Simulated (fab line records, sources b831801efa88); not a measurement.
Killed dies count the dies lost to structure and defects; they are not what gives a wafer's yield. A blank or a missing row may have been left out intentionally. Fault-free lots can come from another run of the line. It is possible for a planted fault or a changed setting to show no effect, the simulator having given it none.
Which of the tools did it? -- flow sky130 -- 14 lots with 42 wafers sampled at 5 steps, on a route of 708 steps

## WHAT THE GAUGES READ, wafer by wafer
The record lacks any reading of a measuring or inspecting step that a usual standard deviation could be used to judge.

## WHICH TOOL RAN EACH LOT (tool, then ch and the chambers of the sampled wafers, then the start)
lot,SKY_VIA2_ETCH_14,SKY_METAL3_SPUTTER_03,SKY_METAL3_METAL_ETCH_18,SKY_METAL3_STRIP_19,SKY_VIA3_CVD_21
L632,"rie_diel-01 ch 1,2, day 36 08:29","pvd_sputter-02, day 36 09:59","rie_metal-03 ch 0,1, day 38 15:10","plasma_asher-03 ch 0,1, day 38 15:19","cvd_w-01 ch 0,1, day 39 19:30"
L633,"rie_diel-04 ch 1,2,3, day 36 09:34","pvd_sputter-02, day 36 11:01","rie_metal-03 ch 0,1, day 38 15:27","plasma_asher-03 ch 0,1, day 38 15:36","cvd_w-01 ch 0,1, day 39 19:49"
L634,"rie_diel-02 ch 0,1,2, day 36 17:07","pvd_sputter-01, day 36 18:37","rie_metal-04 ch 0,1, day 38 23:02","plasma_asher-04 ch 0,1, day 38 23:12","cvd_w-02 ch 0,1, day 40 02:34"
L642,"rie_diel-04 ch 0,2,3, day 39 21:40","pvd_sputter-02, day 39 23:10","rie_metal-04 ch 0,1, day 41 23:44","plasma_asher-03 ch 0,1, day 41 23:55","cvd_w-02 ch 0,1, day 43 00:42"
L647,"rie_diel-04 ch 1,2,3, day 41 13:46","pvd_sputter-02, day 41 15:34","rie_metal-03 ch 0,1, day 43 13:52","plasma_asher-02 ch 0,1, day 43 14:02","cvd_w-01 ch 1, day 44 14:10"
L643,"rie_diel-01 ch 0,1,3, day 41 16:31","pvd_sputter-01, day 41 17:58","rie_metal-03 ch 0,1, day 43 17:44","plasma_asher-04 ch 0,1, day 43 17:55","cvd_w-01 ch 0,1, day 44 18:23"
L644,"rie_diel-01 ch 1,2,3, day 41 22:07","pvd_sputter-02, day 41 23:34","rie_metal-03 ch 0,1, day 43 22:30","plasma_asher-03 ch 0,1, day 43 22:40","cvd_w-02 ch 1, day 44 23:25"
L646,"rie_diel-01 ch 1,2,3, day 42 01:20","pvd_sputter-02, day 42 02:48","rie_metal-02 ch 0, day 44 01:00","plasma_asher-03 ch 1, day 44 01:10","cvd_w-01 ch 0,1, day 45 01:20"
L648,"rie_diel-04 ch 0,1, day 42 02:38","pvd_sputter-01, day 42 04:06","rie_metal-02 ch 0,1, day 44 02:51","plasma_asher-04 ch 0,1, day 44 03:01","cvd_w-01 ch 0,1, day 45 02:31"
L649,"rie_diel-02 ch 0,2,3, day 42 08:17","pvd_sputter-02, day 42 09:47","rie_metal-04 ch 0,1, day 44 06:51","plasma_asher-04 ch 0,1, day 44 07:01","cvd_w-02 ch 0,1, day 45 06:31"
L650,"rie_diel-01 ch 0,3, day 42 08:38","pvd_sputter-01, day 42 10:06","rie_metal-02 ch 0,1, day 44 08:00","plasma_asher-03 ch 0,1, day 44 08:10","cvd_w-02 ch 0,1, day 45 08:46"
L651,"rie_diel-04 ch 0,3, day 42 13:34","pvd_sputter-01, day 42 15:04","rie_metal-03 ch 0,1, day 44 13:39","plasma_asher-03 ch 1, day 44 13:49","cvd_w-01 ch 0,1, day 45 12:55"
L653,"rie_diel-02 ch 0,1, day 43 00:52","pvd_sputter-01, day 43 02:20","rie_metal-02 ch 0,1, day 44 23:35","plasma_asher-04 ch 0,1, day 44 23:46","cvd_w-01 ch 0,1, day 45 23:14"
L654,"rie_diel-02 ch 0,1,3, day 43 05:08","pvd_sputter-04, day 43 06:36","rie_metal-03 ch 0,1, day 45 04:21","plasma_asher-03 ch 0,1, day 45 04:30","cvd_w-01 ch 0,1, day 46 03:36"
- SKY_VIA2_ETCH_14: etches BARC in N2/H2, stops on SiO2, time 45.9 s, target depth 60 nm.
- SKY_METAL3_SPUTTER_03: material Ti, target thk 5 nm, time 3.3 s.
- SKY_METAL3_METAL_ETCH_18: etches the open film in Cl2/BCl3, stops on SiO2, target depth 845 nm, time 183.1 s.
- SKY_METAL3_STRIP_19: strips in O2/N2.
- SKY_VIA3_CVD_21: deposits W, target thk 390 nm, time 117.31 s.

## AS READ BY THE TOOLS THEMSELVES (means over the sampled wafers that have a number; for cases with no such wafer, the mark the record gives instead)
SKY_VIA2_ETCH_14. Usual: chamber_pressure_mTorr 29.998 mTorr, standard deviation 0.027; drypump_motor_current_A 5.9 A, standard deviation 0.53; n2_flow_sccm 100.03 sccm, standard deviation 0.26; oes_product_au 0.854 a.u., standard deviation 0.0045; throttle_valve_pct 13.225 %, standard deviation 0.0079.
lot,tool,chamber_pressure_mTorr (mTorr),drypump_motor_current_A (A),n2_flow_sccm (sccm),oes_product_au (a.u.),throttle_valve_pct (%),flag
L632,rie_diel-01,29.996,5.9,100.05,0.852,13.224,
L633,rie_diel-04,29.986,5.4,100.15,0.855,13.221,
L634,rie_diel-02,29.976,5.6,99.94,0.851,13.221,
L642,rie_diel-04,30.007,5.5,100.01,0.860,13.222,
L647,rie_diel-04,29.991,5.4,99.85,0.854,13.222,
L643,rie_diel-01,29.984,6.3,100.26,0.857,13.217,
L644,rie_diel-01,29.980,5.9,99.81,0.850,13.226,
L646,rie_diel-01,29.994,5.9,100.09,0.852,13.220,
L648,rie_diel-04,29.993,5.7,99.98,0.856,13.224,
L649,rie_diel-02,29.986,5.5,100.09,0.860,13.224,
L650,rie_diel-01,29.995,6.3,99.96,0.855,13.226,
L651,rie_diel-04,29.995,5.3,99.83,0.854,13.219,
L653,rie_diel-02,30.001,5.3,100.18,0.853,13.228,
L654,rie_diel-02,29.998,5.8,100.21,0.853,13.225,

SKY_METAL3_SPUTTER_03. Usual: cathode_dc_power_W 3000.0 W, standard deviation 0.57; throttle_valve_pct 29.6 %, standard deviation 1.
lot,tool,cathode_dc_power_W (W),throttle_valve_pct (%),flag
L632,pvd_sputter-02,3000.0,30.5,
L633,pvd_sputter-02,3000.3,30.3,
L634,pvd_sputter-01,3000.3,29.4,
L642,pvd_sputter-02,3000.3,30.0,
L647,pvd_sputter-02,2999.5,29.5,
L643,pvd_sputter-01,3000.1,27.9,
L644,pvd_sputter-02,2999.6,30.3,
L646,pvd_sputter-02,2999.3,30.7,
L648,pvd_sputter-01,3000.0,29.1,
L649,pvd_sputter-02,2999.9,29.4,
L650,pvd_sputter-01,3000.0,28.4,
L651,pvd_sputter-01,2999.8,29.1,
L653,pvd_sputter-01,3000.3,29.5,
L654,pvd_sputter-04,2999.7,30.7,

SKY_METAL3_METAL_ETCH_18. Usual: chamber_pressure_mTorr 9.998 mTorr, standard deviation 0.0092; drypump_motor_current_A 5.95 A, standard deviation 0.26; oes_product_au 0.867 a.u., standard deviation 0.0063; throttle_valve_pct 22.264 %, standard deviation 0.0099.
lot,tool,chamber_pressure_mTorr (mTorr),drypump_motor_current_A (A),oes_product_au (a.u.),throttle_valve_pct (%),flag
L632,rie_metal-03,9.995,6.04,0.868,22.258,
L633,rie_metal-03,9.992,5.87,0.864,22.270,
L634,rie_metal-04,10.003,6.17,0.864,22.264,
L642,rie_metal-04,10.002,6.24,0.862,22.261,
L647,rie_metal-03,10.003,5.90,0.864,22.259,
L643,rie_metal-03,10.004,6.01,0.866,22.252,
L644,rie_metal-03,9.997,6.04,0.859,22.261,
L646,rie_metal-02,10.004,5.91,0.865,22.264,
L648,rie_metal-02,9.997,5.79,0.865,22.266,
L649,rie_metal-04,9.998,6.16,0.868,22.267,
L650,rie_metal-02,10.003,5.77,0.875,22.255,
L651,rie_metal-03,9.990,6.03,0.867,22.270,
L653,rie_metal-02,9.988,5.66,0.866,22.269,
L654,rie_metal-03,10.004,5.89,0.869,22.270,

SKY_METAL3_STRIP_19. Usual: chamber_pressure_mTorr 1499.9 mTorr, standard deviation 1.4; drypump_motor_current_A 6.0 A, standard deviation 0.49; n2_flow_sccm 300.0 sccm, standard deviation 0.97; oes_product_au 0.507 a.u., standard deviation 0.0053; strip_time_to_endpoint_s 6.62 s, standard deviation 0.066.
lot,tool,chamber_pressure_mTorr (mTorr),drypump_motor_current_A (A),n2_flow_sccm (sccm),oes_product_au (a.u.),strip_time_to_endpoint_s (s),flag
L632,plasma_asher-03,1501.2,6.1,298.6,0.354,3.02,OFF
L633,plasma_asher-03,1499.8,5.9,301.1,0.358,3.05,OFF
L634,plasma_asher-04,1498.5,5.7,300.4,0.504,6.56,
L642,plasma_asher-03,1500.5,6.2,300.2,0.509,6.75,
L647,plasma_asher-02,1500.2,6.0,301.3,0.510,6.58,
L643,plasma_asher-04,1499.5,5.7,300.4,0.503,6.60,
L644,plasma_asher-03,1499.4,5.9,300.0,0.508,6.61,
L646,plasma_asher-03,1499.8,6.4,299.8,0.508,6.61,
L648,plasma_asher-04,1500.5,5.7,299.8,0.506,6.58,
L649,plasma_asher-04,1499.7,5.7,299.8,0.509,6.66,
L650,plasma_asher-03,1501.3,5.8,300.0,0.509,6.68,
L651,plasma_asher-03,1498.3,6.3,301.0,0.506,6.66,
L653,plasma_asher-04,1501.1,6.2,299.3,0.504,6.61,
L654,plasma_asher-03,1499.1,6.1,300.4,0.506,6.55,

SKY_VIA3_CVD_21. Usual: heater_power_w reads 881 W (standard deviation 92).
lot,tool,heater_power_w (W),flag
L632,cvd_w-01,794,
L633,cvd_w-01,832,
L634,cvd_w-02,978,
L642,cvd_w-02,982,
L647,cvd_w-01,862,
L643,cvd_w-01,844,
L644,cvd_w-02,897,
L646,cvd_w-01,830,
L648,cvd_w-01,798,
L649,cvd_w-02,992,
L650,cvd_w-02,927,
L651,cvd_w-01,799,
L653,cvd_w-01,825,
L654,cvd_w-01,840,

## THE ANSWER, worked out from the rows above alone
Rule: lot off if the mean of its wafers having a number is beyond 3 standard deviations from the usual mean. Also off: a lot with no number at a reading for which 4 or more lots have one. The other lots that the step has rows for count as sound. The gauges are gone through in route order, then the tools' own readings, and for those a lot's mean is taken as printed above. The first step at which some lot is off is used, and at that step the reading that is off furthest; a lot without a number counts as furthest.
Off: L632, L633 (SKY_METAL3_STRIP_19, strip_time_to_endpoint_s).
A tool fits if, at that step or a process step before it, it ran every lot that is off, and no sound lot after the first of them. None of those tried fits.

## WHAT THE SIMULATOR PUT IN
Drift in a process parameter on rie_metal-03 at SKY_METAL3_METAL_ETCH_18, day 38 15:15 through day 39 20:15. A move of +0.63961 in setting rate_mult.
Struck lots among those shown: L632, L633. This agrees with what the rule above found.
